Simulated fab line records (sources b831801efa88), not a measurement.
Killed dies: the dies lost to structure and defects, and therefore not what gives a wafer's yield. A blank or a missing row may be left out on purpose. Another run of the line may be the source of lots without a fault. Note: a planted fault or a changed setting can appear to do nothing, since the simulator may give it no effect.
The same fault as seen by 2 desks	flow gf180mcu	numbers are kept per desk, each desk with only its own; the story behind them comes last

## METROLOGY DESK
Means of the sampled wafers that have a number, per lot and without regard to the tool the lot ran on: this is what the gauges read. Marked OUT: a lot whose mean sits more than 4 standard deviations from the usual mean, which makes it out of limits; the brackets give that distance.
Columns: A = MVSD_TW at GF_MVSD_TW_MEAS_11, usual 1574
lot	first seen here	A
L257	day 4 20:02	1568
L259	day 5 01:38	1598
L261	day 5 13:59	1598
L260	day 5 14:20	1597
L263	day 6 01:04	1563
L266	day 7 00:54	1574
L268	day 7 11:58	1567
L274	day 8 21:55	1564
L276	day 9 02:06	1572
L277	day 9 05:03	1588
L278	day 9 15:23	1568
L279	day 9 17:25	1578
L280	day 9 21:00	1566
Result from this desk: across the 13 lots, nothing is out of limits.

## DESK OF THE TOOL OWNER: implanter-01
GF_VT_IMPLANT_IMPLANT_08, tool's own readings: per-lot mean of the sampled wafers with a number, covering each lot this tool ran. Marked OUT: a lot whose mean sits more than 4 standard deviations from the usual mean, which makes it out of limits; the brackets give that distance.
Columns: A = beam-energy-keV at GF_VT_IMPLANT_IMPLANT_08, usual 20.002
lot	first seen here	A
L263	day 7 06:42	19.999
L268	day 8 19:48	19.999
L274	day 10 08:17	20.742 (+99 or more) OUT
L276	day 10 13:00	20.733 (+99 or more) OUT
This desk's finding: out of limits on L274, L276; first on L274, day 10 08:17 (beam-energy-keV at GF_VT_IMPLANT_IMPLANT_08). Within limits: L263, L268.

## BROUGHT TOGETHER
At day 10 08:17, on L274, L276, the tool owner's desk was in a position to raise an alarm.
The metrology desk saw nothing out of limits.
The metrology desk has L274, L276 on record, within its limits.
Of the lots named, all ran GF_VT_IMPLANT_IMPLANT_08 on implanter-01.

## WHAT THE SIMULATOR HAD INSERTED
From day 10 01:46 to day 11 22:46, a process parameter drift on implanter-01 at GF_VT_IMPLANT_IMPLANT_08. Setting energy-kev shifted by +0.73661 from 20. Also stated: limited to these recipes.
Lots struck among those shown: L274, L276.
Delay in hours, fault start to first out-of-limits reading, by desk: the tool owner's desk at 7.
